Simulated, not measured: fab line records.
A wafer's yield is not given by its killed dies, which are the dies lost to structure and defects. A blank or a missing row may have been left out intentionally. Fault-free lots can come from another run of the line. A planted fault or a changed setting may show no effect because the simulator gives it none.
The tool behind it: which one? / flow gf180mcu / 13 lots, 39 wafers sampled, at 3 steps of a route of 602

WHAT EACH GAUGE READ, for each wafer
GF_M5_OVL_MEAS_08.
lot=L396; measured=day 26 07:07; on=overlay-02; M5_OVL (nm)=0 4 -6
lot=L397; measured=day 26 19:16; on=overlay-01; M5_OVL (nm)=-8 -6 -13
lot=L398; measured=day 27 03:55; on=overlay-01; M5_OVL (nm)=1 6 2
lot=L402; measured=day 28 06:41; on=overlay-02; M5_OVL (nm)=0 -4 2
lot=L404; measured=day 28 21:43; on=overlay-01; M5_OVL (nm)=1 -7 -1
lot=L405; measured=day 29 03:34; on=overlay-02; M5_OVL (nm)=4 8 1
lot=L411; measured=day 30 21:56; on=overlay-02; M5_OVL (nm)=-10 -4 -6
lot=L412; measured=day 31 03:46; on=overlay-01; M5_OVL (nm)=-3 0 -1
lot=L413; measured=day 31 11:26; on=overlay-02; M5_OVL (nm)=3 6 -1
lot=L414; measured=day 31 16:03; on=overlay-01; M5_OVL (nm)=1 -10 -6
lot=L415; measured=day 31 23:37; on=overlay-01; M5_OVL (nm)=-9 -4 -6
lot=L416; measured=day 32 05:57; on=overlay-02; M5_OVL (nm)=-1 -12 -9
lot=L418; measured=day 32 13:21; on=overlay-02; M5_OVL (nm)=3 -6 -4

GF_V5_THK_MEAS_03.
lot=L396; measured=day 26 08:04; on=film metro-04; V5_CVD_02_THK (nm)=1417 1437 1447
lot=L397; measured=day 26 20:13; on=film metro-03; V5_CVD_02_THK (nm)=1449 1446 1467
lot=L398; measured=day 27 04:50; on=film metro-03; V5_CVD_02_THK (nm)=1439 1449 1458
lot=L402; measured=day 28 07:38; on=film metro-01; V5_CVD_02_THK (nm)=1418 1442 1432
lot=L404; measured=day 28 22:40; on=film metro-04; V5_CVD_02_THK (nm)=1502 1487 1494
lot=L405; measured=day 29 04:31; on=film metro-04; V5_CVD_02_THK (nm)=1439 1442 1440
lot=L411; measured=day 30 22:55; on=film metro-01; V5_CVD_02_THK (nm)=1480 1415 1488
lot=L412; measured=day 31 04:59; on=film metro-01; V5_CVD_02_THK (nm)=1442 1430 1457
lot=L413; measured=day 31 12:33; on=film metro-04; V5_CVD_02_THK (nm)=1480 1453 1478
lot=L414; measured=day 31 17:02; on=film metro-04; V5_CVD_02_THK (nm)=1440 1424 1485
lot=L415; measured=day 32 00:34; on=film metro-03; V5_CVD_02_THK (nm)=1474 1476 1499
lot=L416; measured=day 32 06:53; on=film metro-03; V5_CVD_02_THK (nm)=1461 1436 1495
lot=L418; measured=day 32 14:17; on=film metro-03; V5_CVD_02_THK (nm)=1424 1426 1437

TOOL THAT RAN EACH LOT (tool first, then ch and the chambers of the sampled wafers, then the start)
lot=L396; GF_MIM_SPUTTER_01=pvd sputter-04, day 24 11:24
lot=L397; GF_MIM_SPUTTER_01=pvd sputter-01, day 25 00:28
lot=L398; GF_MIM_SPUTTER_01=pvd sputter-03, day 25 09:03
lot=L402; GF_MIM_SPUTTER_01=pvd sputter-04, day 26 13:47
lot=L404; GF_MIM_SPUTTER_01=pvd sputter-01, day 27 05:50
lot=L405; GF_MIM_SPUTTER_01=pvd sputter-01, day 27 11:05
lot=L411; GF_MIM_SPUTTER_01=pvd sputter-04, day 29 08:15
lot=L412; GF_MIM_SPUTTER_01=pvd sputter-03, day 29 14:28
lot=L413; GF_MIM_SPUTTER_01=pvd sputter-04, day 29 22:28
lot=L414; GF_MIM_SPUTTER_01=pvd sputter-01, day 30 03:43
lot=L415; GF_MIM_SPUTTER_01=pvd sputter-01, day 30 11:58
lot=L416; GF_MIM_SPUTTER_01=pvd sputter-03, day 30 18:36
lot=L418; GF_MIM_SPUTTER_01=pvd sputter-01, day 31 02:38
- GF_MIM_SPUTTER_01: material TiN, target thk 30 nm, time 25 s.

WHAT THE TOOLS THEMSELVES READ (means of the sampled wafers that have a number; where no wafer has one, the mark that the record gives instead)
GF_MIM_SPUTTER_01.
lot=L396; tool=pvd sputter-04; throttle valve pct (%)=29.6
lot=L397; tool=pvd sputter-01; throttle valve pct (%)=30.0
lot=L398; tool=pvd sputter-03; throttle valve pct (%)=29.4
lot=L402; tool=pvd sputter-04; throttle valve pct (%)=30.2
lot=L404; tool=pvd sputter-01; throttle valve pct (%)=29.9
lot=L405; tool=pvd sputter-01; throttle valve pct (%)=29.5
lot=L411; tool=pvd sputter-04; throttle valve pct (%)=29.7
lot=L412; tool=pvd sputter-03; throttle valve pct (%)=29.6
lot=L413; tool=pvd sputter-04; throttle valve pct (%)=29.7
lot=L414; tool=pvd sputter-01; throttle valve pct (%)=29.6
lot=L415; tool=pvd sputter-01; throttle valve pct (%)=29.4
lot=L416; tool=pvd sputter-03; throttle valve pct (%)=29.7
lot=L418; tool=pvd sputter-01; throttle valve pct (%)=30.0

THE ANSWER, worked out from the rows above alone
Rule: what is usual is taken from the lots themselves. Put in order of their means at a reading, lots are off if they are a third of the lots or fewer, leave a main group of 4 or more, and stand apart from it by a gap of 3 or more times the standard deviation of the main group's means; of several such gaps the widest counts. A main group is skipped when, at the precision printed for the reading in the tables above, its means are all equal. A lot without any number at a reading at which 4 lots or more have one is off too. The other lots that the step has rows for count as sound. First the gauges in route order, then the tools' own readings, where a lot's mean is used as printed above. At the first step where some lot is off, the reading lying furthest off is the one used; lots without a number count as furthest.
None of the lots is off at any reading shown; this tells nothing.

WHAT THE SIMULATOR HAD PUT IN
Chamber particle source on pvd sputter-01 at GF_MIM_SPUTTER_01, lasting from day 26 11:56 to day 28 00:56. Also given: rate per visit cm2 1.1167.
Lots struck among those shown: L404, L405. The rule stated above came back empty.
